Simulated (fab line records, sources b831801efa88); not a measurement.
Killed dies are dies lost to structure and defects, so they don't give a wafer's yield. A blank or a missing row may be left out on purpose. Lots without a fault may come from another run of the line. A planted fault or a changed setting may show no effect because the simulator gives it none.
fab line records | flow sky130
record lots=15 wafers=45 last_day=50
route steps=708 shown VIA2@529 CAPM@551 METAL3@560 VIA3@576
lots that met no fault: from a run of the same line without faults
start_h: hours from the record's first day to the start of the lot's first wafer shown | wait_h: hours since the lot's step before | " the same as in the row above | L1.1+2: a row that stands for several wafers | - no value, or no start given | * or withheld: withheld | < > ~ a bound
route shown NAME@n: a module of which the file shows steps, and the number in the route of the first | usual: mean/standard deviation of fault-free wafers | same: alike in all rows | chamber/n: place in a boat | sites: the reading at each site | _std_site: their standard deviation | _edge_site: outer sites' mean less inner sites' | radius_mm: how far each site lies from the wafer's centre | mask NAME#n: copy n | behind: the tool/chamber that last shaped the wafer | hold: why the lot was held/for how many hours/how that ended | device: the transistor (n, p or np) that didn't switch | end of line: the same wafers' tests at the end of the route | a step without rows: its recipe alone | killed: dies lost to structure and defects at the first sort, not the wafer's yield | map: a wafer's dies, x killed, . not, _ none there
set.NAME: the setting as run; set.NAME@STEP: as run at that earlier step | model.NAME: the simulator's own value behind a step, which no gauge read
steps of the route over a sample of lots; a table a step, a row a wafer
services: from which hour (start_h, from the record's first day; less than 0 if before it) a tool's chamber was out of use, for how many hours, and why
## steps
# step SKY_VIA2_RS_MEAS_22
# recipe thk_meas_gauge=four-point-probe reads=W_of_VIA2_CVD_21+TiN_of_VIA2_SPUTTER_20
# usual VIA2_W_RS=0.272/0.0039
# columns lot.wafer tool chamber start_h wait_h VIA2_W_RS[ohm/sq]
L757.1 film_metro-01 - 843.69 0.1 0.272
L757.3 " - " " 0.268
L757.6 " - " " 0.271
L760.2 film_metro-03 - 872.45 0.1 0.280
L760.4 " - " " 0.279
L760.6 " - " " 0.269
L761.2 film_metro-03 - 873.29 0.1 0.278
L761.4 " - " " 0.267
L761.5 " - " " 0.278
L762.2 film_metro-04 - 886.11 0.1 0.268
L762.3 " - " " 0.269
L762.6 " - " " 0.281
L763.2 film_metro-04 - 897.90 0.1 0.274
L763.5 " - " " 0.277
L763.6 " - " " 0.268
L771.1 film_metro-01 - 958.17 0.1 0.274
L771.3 " - " " 0.272
L771.6 " - " " 0.270
L772.1 film_metro-03 - 966.20 0.1 0.275
L772.3 " - " " 0.275
L772.5 " - " " 0.273
L773.3 film_metro-03 - 974.26 0.1 0.272
L773.5 " - " " 0.272
L773.6 " - " " 0.276
L774.2 film_metro-03 - 987.39 0.1 0.276
L774.3 " - " " 0.276
L774.5 " - " " 0.273
L775.2 film_metro-01 - 988.48 0.1 0.272
L775.3 " - " " 0.270
L775.6 " - " " 0.270
L776.2 film_metro-04 - 994.63 0.1 0.271
L776.5 " - " " 0.269
L776.6 " - " " 0.271
L777.1 film_metro-03 - 995.47 0.1 0.269
L777.4 " - " " 0.268
L777.5 " - " " 0.274
L778.2 film_metro-01 - 1001.36 0.1 0.276
L778.4 " - " " 0.269
L778.5 " - " " 0.275
L780.1 film_metro-01 - 1008.82 0.1 0.272
L780.3 " - " " 0.271
L780.6 " - " " 0.271
L779.1 film_metro-01 - 1011.64 0.1 0.266
L779.5 " - " " 0.267
L779.6 " - " " 0.264
# step SKY_CAPM_STRIP_14
# recipe chemistry=O2/N2 power_w=1400 pressure_mtorr=1500 platen_temp_c=withheld o2_flow_sccm=3000 n2_flow_sccm=300 overash_fraction=0.5
# usual drypump_motor_current_A=5.7/0.45 o2_flow_sccm=2999/14 oes_product_au=0.711/0.0042 strip_time_to_endpoint_s=12.65/0.058
# same overash_fraction=0.5
# columns lot.wafer tool chamber start_h wait_h drypump_motor_current_A o2_flow_sccm oes_product_au rf_hours_counter_h strip_time_to_endpoint_s
L757.1 plasma_asher-01 0 870.51 0.1 6.1 3006 0.712 75 12.57
L757.3 " 1 " " 5.6 3001 0.714 - 12.60
L757.6 " 0 " " 6.1 3009 0.704 - 12.59
L760.2 plasma_asher-04 1 898.67 0.1 5.5 2999 0.708 45 12.77
L760.4 " 0 " " 6.2 3010 0.709 - 12.76
L760.6 " 1 " " 5.5 2989 0.711 - 12.75
L761.2 plasma_asher-01 1 899.24 0.1 5.6 2979 0.708 78 12.66
L761.4 " 1 " " 5.6 2985 0.701 - 12.67
L761.5 " 0 " " 6.1 3011 0.713 - 12.64
L762.2 plasma_asher-02 1 912.34 0.1 4.8 2983 0.712 108 12.65
L762.3 " 1 " " 4.8 2991 0.710 - 12.67
L762.6 " 0 " " 5.8 2979 0.711 - 12.69
L763.2 plasma_asher-02 0 923.69 0.1 5.7 2998 0.724 109 12.59
L763.5 " 0 " " 5.8 2984 0.707 - 12.64
L763.6 " 1 " " 4.8 3006 0.714 - 12.67
L771.1 plasma_asher-02 0 982.96 0.1 5.7 3008 0.703 115 12.62
L771.3 " 0 " " 5.8 3008 0.705 - 12.60
L771.6 " 0 " " 5.8 3011 0.713 - 12.62
L772.1 plasma_asher-04 0 991.14 0.1 6.2 3001 0.713 54 12.64
L772.3 " 1 " " 5.5 2992 0.713 - 12.63
L772.5 " 1 " " 5.5 2876 0.710 - 12.62
L773.3 plasma_asher-04 0 998.17 0.1 6.1 3003 0.710 - 12.66
L773.5 " 1 " " 5.5 2992 0.715 - 12.67
L773.6 " 0 " " 6.2 3009 0.713 - 12.68
L774.2 plasma_asher-04 1 1011.19 0.1 5.5 2990 0.714 56 12.62
L774.3 " 1 " " 5.5 2992 0.714 - 12.68
L774.5 " 0 " " 6.2 3009 0.709 - 12.64
L775.2 plasma_asher-04 1 1012.51 0.1 5.5 2992 0.717 57 12.61
L775.3 " 1 " " 5.5 2994 0.709 - 12.62
L775.6 " 1 " " 5.5 2992 0.718 - 12.58
L776.2 plasma_asher-04 0 1018.46 0.1 6.1 2985 0.713 57 12.75
L776.5 " 1 " " 5.5 2999 0.705 - 12.73
L776.6 " 0 " " 6.2 2998 0.708 - 12.70
L777.1 plasma_asher-02 0 1019.69 0.1 5.8 3009 0.718 119 12.61
L777.4 " 0 " " 5.8 3012 0.714 - 12.58
L777.5 " 1 " " 4.8 3002 0.706 - 12.59
L778.2 plasma_asher-02 1 1024.89 0.1 4.8 2999 0.709 120 12.68
L778.4 " 0 " " 5.8 3005 0.708 - 12.70
L778.5 " 1 " " 4.8 2989 0.714 - 12.62
L780.1 plasma_asher-01 0 1031.91 0.1 6.1 2994 0.700 91 12.67
L780.3 " 0 " " 6.2 2997 0.712 - 12.66
L780.6 " 1 " " 5.6 2998 0.712 - 12.64
L779.1 plasma_asher-02 1 1034.61 0.1 4.8 3008 0.707 121 12.71
L779.5 " 0 " " 5.8 3023 0.713 - 12.72
L779.6 " 1 " " 4.8 3000 0.711 - 12.68
# step SKY_METAL3_EXPOSE_10
# recipe mask_id=MM3 na=0.68 source_shape=annular sigma_inner=0.4 sigma_outer=0.8 target_cd_nm=300 dose_mj=28
# usual exposure_dose_mJ_cm2=28.003/0.028 focus_offset_nm=0.1/0.52
# columns lot.wafer tool chamber start_h wait_h mask exposure_dose_mJ_cm2 focus_offset_nm
L757.1 krf_scanner-01 0 883.80 - MM3#0 28.000 -0.3
L757.3 " 0 " " MM3#0 27.965 0.1
L757.6 " 0 " " MM3#0 28.019 -0.1
L760.2 krf_scanner-02 0 911.64 - MM3#0 27.961 0.2
L760.4 " 0 " " MM3#0 27.957 -0.3
L760.6 " 0 " " MM3#0 28.011 0.3
L761.2 krf_scanner-01 - 912.79 - MM3#0 - -
L761.4 " - " " MM3#0 - -
L761.5 " - " " MM3#0 - -
L762.2 krf_scanner-02 - 925.52 - MM3#0 - -
L762.3 " - " " MM3#0 - -
L762.6 " - " " MM3#0 - -
L763.2 krf_scanner-02 - 936.82 - MM3#0 - -
L763.5 " - " " MM3#0 - -
L763.6 " - " " MM3#0 - -
L771.1 krf_scanner-02 0 995.14 - MM3#0 28.009 -0.8
L771.3 " 0 " " MM3#0 28.000 0.4
L771.6 " 0 " " MM3#0 28.015 0.2
L772.1 krf_scanner-02 0 1002.99 - MM3#0 27.984 0.4
L772.3 " 0 " " MM3#0 27.970 0.6
L772.5 " 0 " " MM3#0 27.971 -0.3
L773.3 krf_scanner-02 0 1010.28 - MM3#0 27.954 -0.1
L773.5 " 0 " " MM3#0 27.959 0.0
L773.6 " 0 " " MM3#0 28.017 -0.1
L774.2 krf_scanner-01 0 1023.04 - MM3#0 27.979 0.0
L774.3 " 0 " " MM3#0 27.988 -0.2
L774.5 " 0 " " MM3#0 28.007 0.3
L775.2 krf_scanner-02 0 1024.62 - MM3#0 27.998 0.8
L775.3 " 0 " " MM3#0 28.048 0.1
L775.6 " 0 " " MM3#0 28.014 0.8
L776.2 krf_scanner-02 0 1030.64 - MM3#0 27.963 0.2
L776.5 " 0 " " MM3#0 28.014 -0.7
L776.6 " 0 " " MM3#0 27.973 0.5
L777.1 krf_scanner-01 0 1032.02 - MM3#0 28.025 -0.8
L777.4 " 0 " " MM3#0 28.023 -1.2
L777.5 " 0 " " MM3#0 28.014 -0.8
L778.2 krf_scanner-02 0 1037.19 - MM3#0 27.996 0.5
L778.4 " 0 " " MM3#0 27.986 -0.1
L778.5 " 0 " " MM3#0 28.002 0.2
L780.1 krf_scanner-02 0 1043.27 - MM3#0 27.979 -0.4
L780.3 " 0 " " MM3#0 27.983 -0.2
L780.6 " 0 " " MM3#0 28.024 -0.2
L779.1 krf_scanner-01 0 1046.27 - MM3#0 28.008 0.8
L779.5 " 0 " " MM3#0 28.070 0.4
L779.6 " 0 " " MM3#0 28.039 -0.1
# step SKY_VIA3_BOW_MEAS_03
# recipe mode=bow
# usual VIA3_BOW=77/8.3
# columns lot.wafer tool chamber start_h wait_h VIA3_BOW[um]
L757.1 film_metro-01 - 898.16 0.2 73
L757.3 " - " " 81
L757.6 " - " " 64
L760.2 film_metro-02 - 925.63 0.1 98
L760.4 " - " " 84
L760.6 " - " " 88
L771.1 film_metro-02 - 1008.01 0.2 80
L771.3 " - " " 88
L771.6 " - " " 82
L772.1 film_metro-02 - 1016.24 0.2 71
L772.3 " - " " 79
L772.5 " - " " 86
L773.3 film_metro-02 - 1022.96 0.2 79
L773.5 " - " " 71
L773.6 " - " " 72
L774.2 film_metro-02 - 1035.69 0.3 85
L774.3 " - " " 92
L774.5 " - " " 76
L775.2 film_metro-02 - 1037.52 0.2 79
L775.3 " - " " 76
L775.6 " - " " 88
L776.2 film_metro-01 - 1043.05 0.1 80
L776.5 " - " " 75
L776.6 " - " " 82
L777.1 film_metro-01 - 1043.73 0.2 59
L777.4 " - " " 73
L777.5 " - " " 61
L778.2 film_metro-02 - 1049.67 0.3 70
L778.4 " - " " 72
L778.5 " - " " 61
L780.1 film_metro-01 - 1055.98 0.1 72
L780.3 " - " " 80
L780.6 " - " " 87
L779.1 film_metro-03 - 1058.41 0.2 75
L779.5 " - " " 70
L779.6 " - " " 67
## services
# columns tool chamber start_h hours kind
krf_scanner-01 - 848.40 3.5 repair
krf_scanner-02 - 863.69 1.0 pm
krf_scanner-01 - 867.27 1.0 pm
krf_scanner-01 - 871.51 0.8 pm
krf_scanner-01 - 877.78 1.3 pm
krf_scanner-02 - 887.11 0.8 pm
plasma_asher-04 - 976.03 2.8 pm
krf_scanner-02 - 976.99 1.3 pm
plasma_asher-04 - 991.46 1.3 repair
krf_scanner-02 - 1004.88 1.7 repair
krf_scanner-02 - 1032.69 1.0 pm
krf_scanner-01 - 1036.27 1.0 pm
krf_scanner-01 - 1040.29 0.8 pm
## key
first_sign step=SKY_METAL3_EXPOSE_10 reading=tool_record direction=missing
effect none on later readings
met_at SKY_METAL3_EXPOSE_10
struck_lots L761,L762,L763
later_rows_left_out L761.2,L761.4,L761.5,L762.2,L762.3,L762.6,L763.2,L763.5,L763.6
sort_left_out L761.2,L761.4,L761.5,L762.2,L762.3,L762.6,L763.2,L763.5,L763.6
not_acting_at SKY_VIA2_RS_MEAS_22,SKY_CAPM_STRIP_14,SKY_VIA3_BOW_MEAS_03
onset_between 911.64 912.79
fault kind=skipped_step_whole tool=krf_scanner-01,krf_scanner-02 chamber=- onset_h=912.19 steps=SKY_METAL3_EXPOSE_10 scope=struck_lots_only
# sort_left_out: the simulated sort isn't trusted on such a fault, so these wafers' sort isn't shown, and their yield isn't known
# later_rows_left_out: the simulator's readings of these wafers behind a module that went badly wrong aren't trusted and aren't shown, but for the sort
